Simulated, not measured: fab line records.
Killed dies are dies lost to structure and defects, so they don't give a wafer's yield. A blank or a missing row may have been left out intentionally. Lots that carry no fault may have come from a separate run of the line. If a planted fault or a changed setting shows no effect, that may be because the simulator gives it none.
Check for tools in common | flow sky130 | Sampled: 12 lots, 36 wafers

== REASON IT WAS OPENED ==
At SKY_VT_ADJUST_HVTP_OVL_MEAS_08 the reading VT_ADJUST_HVTP_OVL is flagged on 3 of 12 lots. Fault-free wafers read 0.0 nm, with a standard deviation of 1.3.
Rule: a lot is flagged when every wafer of it that has a number lies more than 4 standard deviations from that mean, or none has a number. As for the other lots, they are considered sound.

lot  | measured     | on         | VT_ADJUST_HVTP_OVL (nm), wafer by wafer | flag
L420 | day 6 04:32  | overlay-01 | 1.1 0.4 0.2                             |
L422 | day 6 15:46  | overlay-01 | 1.3 2.1 2.0                             |
L424 | day 7 05:29  | overlay-02 | 0.0 -0.5 0.1                            |
L426 | day 7 18:51  | overlay-01 | 1.3 0.9 0.4                             |
L427 | day 7 21:16  | overlay-01 | -1.3 -2.1 -1.5                          |
L428 | day 8 05:28  | overlay-01 | 1.0 1.2 0.2                             |
L429 | day 8 10:46  | overlay-02 | 0.4 -1.7 0.8                            |
L431 | day 8 22:05  | overlay-02 | -115.0 -117.2 -114.7                    | FLAGGED
L432 | day 9 04:34  | overlay-02 | -113.0 -113.5 -115.0                    | FLAGGED
L433 | day 9 12:13  | overlay-01 | -1.1 -1.8 0.1                           |
L438 | day 11 16:10 | overlay-02 | -113.3 -114.5 -115.9                    | FLAGGED
L440 | day 11 20:58 | overlay-01 | 0.6 1.5 0.0                             |
Average over the flagged lots: -114.7 nm; offset from the usual -114.7 nm, equal to -88 standard deviations.

== WHICH TOOL RAN EACH LOT ==
The record holds 1 process step before the reading, out of a route of 708 steps. Every cell lists first the tool, next ch and the chambers used by the sampled wafers, and last the start.
lot  | flag    | SKY_VT_ADJUST_HVTP_EXPOSE_04
L420 |         | iline-stepper-01 ch 0, day 5 19:40
L422 |         | iline-stepper-02 ch 0, day 6 06:47
L424 |         | iline-stepper-02 ch 0, day 6 20:28
L426 |         | iline-stepper-01 ch 0, day 7 08:54
L427 |         | iline-stepper-02 ch 0, day 7 12:04
L428 |         | iline-stepper-01 ch 0, day 7 19:12
L429 |         | iline-stepper-01 ch 0, day 8 00:47
L431 | FLAGGED | iline-stepper-02 ch 0, day 8 11:30
L432 | FLAGGED | iline-stepper-02 ch 0, day 8 18:02
L433 |         | iline-stepper-01 ch 0, day 9 01:26
L438 | FLAGGED | iline-stepper-02 ch 0, day 11 05:10
L440 |         | iline-stepper-01 ch 0, day 11 09:50
These steps, and what they do:
- SKY_VT_ADJUST_HVTP_EXPOSE_04: exposes mask HVTPM, target cd 380 nm.
- SKY_VT_ADJUST_HVTP_OVL_MEAS_08

== FLAGGED AGAINST TOTAL, ONE TOOL AT A TIME (gauges that did the reading follow at the end) ==
step                           | tool             | lots run | flagged | share of the flagged lots | sound lots run after its first flagged lot
SKY_VT_ADJUST_HVTP_EXPOSE_04   | iline-stepper-01 | 6        | 0       | none                      | -
SKY_VT_ADJUST_HVTP_EXPOSE_04   | iline-stepper-02 | 6        | 3       | all                       | 0
SKY_VT_ADJUST_HVTP_OVL_MEAS_08 | overlay-01       | 7        | 0       | none                      | -
SKY_VT_ADJUST_HVTP_OVL_MEAS_08 | overlay-02       | 5        | 3       | all                       | 0

== THE TABLE: WHAT IT ALLOWS ==
iline-stepper-02 at SKY_VT_ADJUST_HVTP_EXPOSE_04 and overlay-02 at SKY_VT_ADJUST_HVTP_OVL_MEAS_08 are the 2 rows of the table that ran each flagged lot.
- iline-stepper-02 at SKY_VT_ADJUST_HVTP_EXPOSE_04: 3 of its 6 lots flagged. Its last sound lot is L427 (day 7 12:04), its first flagged lot L431 (day 8 11:30): a fault that began between those two fits.
- overlay-02 at SKY_VT_ADJUST_HVTP_OVL_MEAS_08: 3 of its 5 lots flagged. Its last sound lot is L429 (day 8 10:46), its first flagged lot L431 (day 8 22:05): a fault that began between those two fits.
These 2 tools cannot be told apart by counting lots, since each of them fits a fault that started at some hour. More lots, or a look at what each step does to the wafer, might.

== WHAT THE SIMULATOR HAD PUT IN ==
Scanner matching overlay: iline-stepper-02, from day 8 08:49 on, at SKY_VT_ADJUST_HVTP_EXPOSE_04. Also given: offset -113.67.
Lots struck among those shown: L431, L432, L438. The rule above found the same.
